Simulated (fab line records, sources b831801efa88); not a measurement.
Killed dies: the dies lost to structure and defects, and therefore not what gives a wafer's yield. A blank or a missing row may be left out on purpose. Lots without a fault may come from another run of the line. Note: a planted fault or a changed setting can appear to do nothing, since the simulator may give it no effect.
fab line records	flow sky130
record: lots: 12	wafers: 36	last-day: 50
route steps=708 shown VT_ADJUST_LVTN@104 VT_ADJUST_HVTR@140 PAD_OPEN@708
lots untouched by any fault: they come from a run of this same line in which no faults occurred
start-h: hours from the record's first day to the start of the lot's first wafer shown	wait-h: time in hours since the lot's previous step	" same as the row above	L1.1+2: several wafers, shown together as one row	- no value present, or no start provided	* or withheld: withheld	< > ~ a bound
route shown NAME@n: names a module that has steps shown in the file, with the first one's number in the route	usual: average and standard deviation across the fault-free wafers	same: alike in all rows	chamber/n: place in a boat	sites: each site's reading	_std_site: standard deviation of those values	_edge_site: outer sites' mean less inner sites'	radius-mm: for every site, how far away it sits from the centre of the wafer	mask NAME#n: copy n	behind: the tool/chamber that last shaped the wafer	hold: why the lot went on hold/how many hours it stayed there/how the hold came to an end	device: names the non-switching transistor (n, p or np)	end of line: at the end of the route, the tests of the same wafers	a step without rows: its recipe alone	killed: dies lost to structure and defects at the first sort, not the wafer's yield	map: shows each die of a wafer: x if killed, . if not, _ if none is there
set.NAME: the setting that was run; set.NAME@STEP: the one run at that earlier step	model.NAME: the simulator's own value behind a step, which no gauge read
one table for each step of the route and one row for each wafer, over a sample of lots
services: from which hour (start-h, from the record's first day; less than 0 if before it) a tool's chamber was out of use, for how many hours, and why
== steps ==
step: SKY_VT_ADJUST_LVTN_OVL_MEAS_07
usual: VT_ADJUST_LVTN_OVL: 0.2/1.4
lot.wafer	tool	chamber	start-h	wait-h	VT_ADJUST_LVTN_OVL[nm]
L493.1	overlay-01	-	144.71	-	0.3
L493.3	"	-	"	"	0.2
L493.6	"	-	"	"	0.3
L495.1	overlay-02	-	153.45	-	-0.9
L495.2	"	-	"	"	0.3
L495.4	"	-	"	"	-0.5
L496.1	overlay-02	-	156.46	-	-1.6
L496.4	"	-	"	"	-0.3
L496.6	"	-	"	"	0.1
L497.1	overlay-01	-	164.95	-	-1.4
L497.3	"	-	"	"	-1.4
L497.6	"	-	"	"	-2.5
L498.1	overlay-01	-	172.33	-	1.3
L498.4	"	-	"	"	1.6
L498.6	"	-	"	"	1.4
L499.1	overlay-02	-	182.33	-	-0.1
L499.2	"	-	"	"	2.3
L499.6	"	-	"	"	2.2
L501.3	overlay-01	-	190.32	-	1.4
L501.5	"	-	"	"	0.0
L501.6	"	-	"	"	2.8
L503.2	overlay-02	-	210.08	-	1.8
L503.4	"	-	"	"	-0.4
L503.6	"	-	"	"	1.5
L504.2	overlay-02	-	210.86	-	-0.2
L504.3	"	-	"	"	1.7
L504.5	"	-	"	"	0.0
L505.1	overlay-02	-	217.70	-	-1.4
L505.3	"	-	"	"	-2.5
L505.4	"	-	"	"	-0.5
L512.2	overlay-01	-	270.56	-	0.0
L512.3	"	-	"	"	-0.2
L512.5	"	-	"	"	-1.9
L516.1	overlay-01	-	291.71	-	1.2
L516.4	"	-	"	"	-0.9
L516.5	"	-	"	"	0.1
step: SKY_VT_ADJUST_LVTN_TW_MEAS_10
usual: VT_ADJUST_LVTN_TW: 241.3/1.7
lot.wafer	tool	chamber	start-h	wait-h	VT_ADJUST_LVTN_TW
L493.1	film-metro-02	-	144.99	0.1	244.0
L493.3	"	-	"	"	244.5
L493.6	"	-	"	"	244.9
L495.1	film-metro-01	-	153.74	0.1	240.0
L495.2	"	-	"	"	239.5
L495.4	"	-	"	"	239.3
L496.1	film-metro-02	-	156.83	0.1	242.4
L496.4	"	-	"	"	244.1
L496.6	"	-	"	"	243.7
L497.1	film-metro-01	-	165.24	0.1	238.5
L497.3	"	-	"	"	239.7
L497.6	"	-	"	"	239.1
L498.1	film-metro-03	-	172.61	0.1	238.8
L498.4	"	-	"	"	240.2
L498.6	"	-	"	"	238.4
L499.1	film-metro-03	-	182.61	0.1	239.8
L499.2	"	-	"	"	239.8
L499.6	"	-	"	"	239.7
L501.3	film-metro-01	-	190.61	0.1	239.6
L501.5	"	-	"	"	239.5
L501.6	"	-	"	"	239.7
L503.2	film-metro-01	-	210.37	0.1	241.0
L503.4	"	-	"	"	240.7
L503.6	"	-	"	"	241.5
L504.2	film-metro-01	-	211.15	0.1	241.0
L504.3	"	-	"	"	241.6
L504.5	"	-	"	"	241.1
L505.1	film-metro-01	-	217.99	0.1	240.7
L505.3	"	-	"	"	240.6
L505.4	"	-	"	"	241.5
L512.2	film-metro-02	-	270.85	0.1	244.3
L512.3	"	-	"	"	243.3
L512.5	"	-	"	"	243.9
L516.1	film-metro-02	-	291.99	0.1	243.2
L516.4	"	-	"	"	242.3
L516.5	"	-	"	"	243.5
step: SKY_VT_ADJUST_LVTN_STRIP_20
recipe: chemistry: O2/N2	power-w: 1400	pressure-mtorr: 1500	platen-temp-c: withheld	o2-flow-sccm: 3000	n2-flow-sccm: 300	overash-fraction: 0.5
usual: drypump-motor-current-A: 5.9/0.51	oes-product-au: 0.716/0.004	strip-time-to-endpoint-s: 14.18/0.045
lot.wafer	tool	chamber	start-h	wait-h	drypump-motor-current-A	oes-product-au	rf-hours-counter-h	strip-time-to-endpoint-s
L493.1	plasma-asher-01	1	164.96	0.1	5.7	0.712	49	14.11
L493.3	"	0	"	"	6.1	0.720	-	14.15
L493.6	"	1	"	"	5.7	0.714	-	14.12
L495.1	plasma-asher-04	1	174.01	0.1	5.4	0.719	6	14.15
L495.2	"	0	"	"	6.6	0.718	6	14.15
L495.4	"	1	"	"	5.5	0.715	-	14.16
L496.1	plasma-asher-01	1	177.14	0.1	5.7	0.718	50	14.18
L496.4	"	0	"	"	6.1	0.714	-	14.12
L496.6	"	1	"	"	5.7	0.717	-	14.18
L497.1	plasma-asher-02	1	186.36	0.1	6.2	0.720	38	14.19
L497.3	"	0	"	"	4.9	0.719	-	14.18
L497.6	"	0	"	"	4.9	0.712	-	14.20
L498.1	plasma-asher-01	0	193.79	0.1	6.1	0.718	52	14.21
L498.4	"	0	"	"	6.1	0.722	-	14.20
L498.6	"	1	"	"	5.7	0.714	-	14.26
L499.1	plasma-asher-01	1	204.36	0.1	5.7	0.711	53	14.15
L499.2	"	0	"	"	6.1	0.707	53	14.21
L499.6	"	0	"	"	6.1	0.721	-	14.15
L501.3	plasma-asher-01	0	212.70	0.1	6.1	0.719	-	14.15
L501.5	"	1	"	"	5.7	0.714	-	14.14
L501.6	"	0	"	"	6.1	0.725	-	14.12
L503.2	plasma-asher-01	0	232.94	0.1	6.1	0.720	56	14.18
L503.4	"	1	"	"	5.7	0.718	-	14.20
L503.6	"	0	"	"	6.1	0.718	-	14.23
L504.2	plasma-asher-04	1	234.04	0.1	5.5	0.721	12	14.26
L504.3	"	0	"	"	6.6	0.712	-	14.21
L504.5	"	1	"	"	5.5	0.720	-	14.28
L505.1	plasma-asher-02	0	240.44	0.1	4.9	0.725	44	14.21
L505.3	"	1	"	"	6.2	0.713	-	14.24
L505.4	"	0	"	"	4.9	0.713	-	14.28
L512.2	plasma-asher-02	0	296.29	0.1	4.9	0.719	49	14.16
L512.3	"	1	"	"	6.2	0.710	-	14.16
L512.5	"	1	"	"	6.1	0.709	-	14.20
L516.1	plasma-asher-02	1	318.26	0.1	6.2	0.717	51	14.24
L516.4	"	0	"	"	5.0	0.713	-	14.23
L516.5	"	0	"	"	4.9	0.717	-	14.24
step: SKY_VT_ADJUST_HVTR_IMPLANT_09
recipe: species: B	energy-kev: 10	dose-cm2: 2.1e+12	tilt-deg: withheld
usual: dose-ions-cm2: 2.0997e+12/2.1e+09	faraday-current-uA: 11.84/0.26
lot.wafer	tool	chamber	start-h	wait-h	dose-ions-cm2	faraday-current-uA
L493.1	implanter-02	0	207.91	0.0	2.1003e+12	11.72
L493.3	"	0	"	"	2.0999e+12	11.83
L493.6	"	0	"	"	2.1011e+12	11.95
L495.1	implanter-02	0	218.04	0.0	2.0999e+12	11.28
L495.2	"	0	"	"	2.1023e+12	11.82
L495.4	"	0	"	"	2.099e+12	11.52
L496.1	implanter-02	0	222.14	0.0	2.1004e+12	12.13
L496.4	"	0	"	"	2.1005e+12	11.75
L496.6	"	0	"	"	2.1028e+12	12.07
L497.1	implanter-04	0	230.46	0.0	2.1046e+12	11.82
L497.3	"	0	"	"	2.0979e+12	11.49
L497.6	"	0	"	"	2.099e+12	11.85
L498.1	implanter-01	0	238.99	0.0	2.101e+12	11.88
L498.4	"	0	"	"	2.0978e+12	11.81
L498.6	"	0	"	"	2.0985e+12	12.20
L499.1	implanter-02	0	248.59	0.0	2.1031e+12	11.94
L499.2	"	0	"	"	2.1005e+12	11.50
L499.6	"	0	"	"	2.0986e+12	11.71
L501.3	implanter-01	0	259.06	0.1	2.0987e+12	11.73
L501.5	"	0	"	"	2.0995e+12	11.73
L501.6	"	0	"	"	2.1014e+12	11.74
L503.2	implanter-01	0	280.59	0.0	3.1317e+12	18.29
L503.4	"	0	"	"	3.1338e+12	17.74
L503.6	"	0	"	"	3.1325e+12	17.56
L504.2	implanter-04	0	282.44	0.0	2.103e+12	12.36
L504.3	"	0	"	"	2.1017e+12	11.96
L504.5	"	0	"	"	2.1045e+12	11.53
L505.1	implanter-01	0	289.69	0.0	3.1299e+12	17.59
L505.3	"	0	"	"	3.1302e+12	17.45
L505.4	"	0	"	"	3.1307e+12	17.47
L512.2	implanter-02	0	349.73	0.0	2.0985e+12	11.34
L512.3	"	0	"	"	2.1007e+12	11.97
L512.5	"	0	"	"	2.1003e+12	11.66
L516.1	implanter-01	0	373.96	0.0	2.1039e+12	12.10
L516.4	"	0	"	"	2.1006e+12	11.84
L516.5	"	0	"	"	2.0994e+12	11.57
step: SKY_VT_ADJUST_HVTR_TW_MEAS_11
usual: VT_ADJUST_HVTR_TW: 209.6/1.5
lot.wafer	tool	chamber	start-h	wait-h	VT_ADJUST_HVTR_TW
L493.1	film-metro-04	-	208.16	0.1	209.0
L493.3	"	-	"	"	209.0
L493.6	"	-	"	"	209.9
L495.1	film-metro-04	-	218.29	0.1	207.3
L495.2	"	-	"	"	207.6
L495.4	"	-	"	"	208.0
L496.1	film-metro-03	-	222.39	0.1	210.2
L496.4	"	-	"	"	209.6
L496.6	"	-	"	"	209.9
L497.1	film-metro-03	-	230.71	0.1	209.6
L497.3	"	-	"	"	210.6
L497.6	"	-	"	"	209.9
L498.1	film-metro-01	-	239.24	0.1	210.9
L498.4	"	-	"	"	212.1
L498.6	"	-	"	"	210.1
L499.1	film-metro-03	-	248.84	0.1	209.9
L499.2	"	-	"	"	210.2
L499.6	"	-	"	"	211.8
L501.3	film-metro-04	-	259.28	0.1	208.4
L501.5	"	-	"	"	206.3
L501.6	"	-	"	"	207.7
L503.2	film-metro-01	-	280.82	0.1	235.3
L503.4	"	-	"	"	235.7
L503.6	"	-	"	"	236.1
L504.2	film-metro-03	-	282.67	0.1	209.1
L504.3	"	-	"	"	209.4
L504.5	"	-	"	"	210.8
L505.1	film-metro-04	-	289.94	0.1	234.4
L505.3	"	-	"	"	234.0
L505.4	"	-	"	"	234.0
L512.2	film-metro-04	-	349.97	0.1	208.4
L512.3	"	-	"	"	209.0
L512.5	"	-	"	"	209.0
L516.1	film-metro-03	-	374.21	0.1	212.7
L516.4	"	-	"	"	212.4
L516.5	"	-	"	"	213.1
step: SKY_PAD_OPEN_PROBE_99
usual: killed_at_M0_to_M3: 43/6.7	killed_at_M4_up: 3.1/1.9	killed-at-contacts: 25/5	killed-at-front-end: 15/4	killed-at-other: 0.4/0.69	killed-dies: 87/9.2	killed-open: 46/7.1	killed-short: 40/6.8
same: gross-dies: 492	killed-at-back-side: 0
lot.wafer	tool	chamber	start-h	wait-h	killed_at_M0_to_M3	killed_at_M4_up	killed-at-contacts	killed-at-front-end	killed-at-other	killed-dies	killed-open	killed-short
L512.2	prober-02	-	1190.81	0.1	41	1	28	15	1	86	45	41
L512.3	prober-02	-	1190.86	0.2	43	4	23	8	0	78	46	32
L512.5	prober-02	-	1190.96	0.2	43	4	27	14	0	88	53	34
killed by level:class
L512.2 CONTACT:geometric-particle:open=12 VIA1:geometric-particle:open=10 METAL1:geometric-particle:short=8 VIA1:geometric-particle:short=7 POLY_GATE:geometric-particle:open=6 LI_CONTACT:geometric-particle:short=4 LI_CONTACT:geometric-particle:open=4 LOCAL_INTERCONNECT:geometric-particle:short=4
L512.3 VIA2:geometric-particle:open=10 VIA1:geometric-particle:open=8 LI_CONTACT:geometric-particle:open=7 VIA3:geometric-particle:open=6 CONTACT:geometric-particle:open=5 CONTACT:geometric-particle:short=5 VIA2:geometric-particle:short=5 POLY_GATE:geometric-particle:open=3
L512.5 VIA1:geometric-particle:open=11 VIA3:geometric-particle:open=10 CONTACT:geometric-particle:open=9 LI_CONTACT:geometric-particle:open=8 VIA1:geometric-particle:short=5 FIELD_ISO:geometric-particle:open=4 CONTACT:geometric-particle:short=4 VIA2:geometric-particle:open=4
== services ==
tool	chamber	start-h	hours	kind
implanter-04	-	152.97	2.3	repair
implanter-04	-	155.06	1.6	repair
implanter-01	-	173.06	1.4	repair
implanter-01	-	250.15	2.7	repair
plasma-asher-02	-	323.51	1.4	repair
implanter-01	-	325.64	3.7	repair
implanter-01	-	336.38	9.3	repair
plasma-asher-02	-	340.82	8.3	repair
plasma-asher-01	-	349.45	1.0	repair
plasma-asher-02	-	360.47	1.4	repair
== key ==
first-sign: step: SKY_VT_ADJUST_HVTR_IMPLANT_09	reading: dose-ions-cm2	direction: up	sigmas: 99+	usual: *	struck: *
effect: step: SKY_VT_ADJUST_HVTR_IMPLANT_09	reading: faraday-current-uA	direction: up	sigmas: 23	usual: 11.84	struck: 17.68
effect: step: SKY_VT_ADJUST_HVTR_TW_MEAS_11	reading: VT_ADJUST_HVTR_TW	direction: up	sigmas: 17	usual: 209.6	struck: 234.9
met-at SKY_VT_ADJUST_HVTR_IMPLANT_09
struck-lots L503,L505
tester-left-out L503,L505
not-acting-at SKY_VT_ADJUST_LVTN_OVL_MEAS_07,SKY_VT_ADJUST_LVTN_TW_MEAS_10,SKY_VT_ADJUST_LVTN_STRIP_20
onset-between 259.06 280.59
fault: kind: process-parameter-drift	tool: implanter-01	chamber: -	onset-h: 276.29	steps: SKY_VT_ADJUST_HVTR_IMPLANT_09	channel: dose-cm2	offset: *	shape: step	end-h: 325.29	acts-in: *	stated: *
tester-left-out: of these lots the tester's yield and bins aren't shown, on N5 and GAA mostly nor the transistor test; their killed dies are dies lost to structure and defects alone, not to doping, threshold or leakage, so they don't give the yield
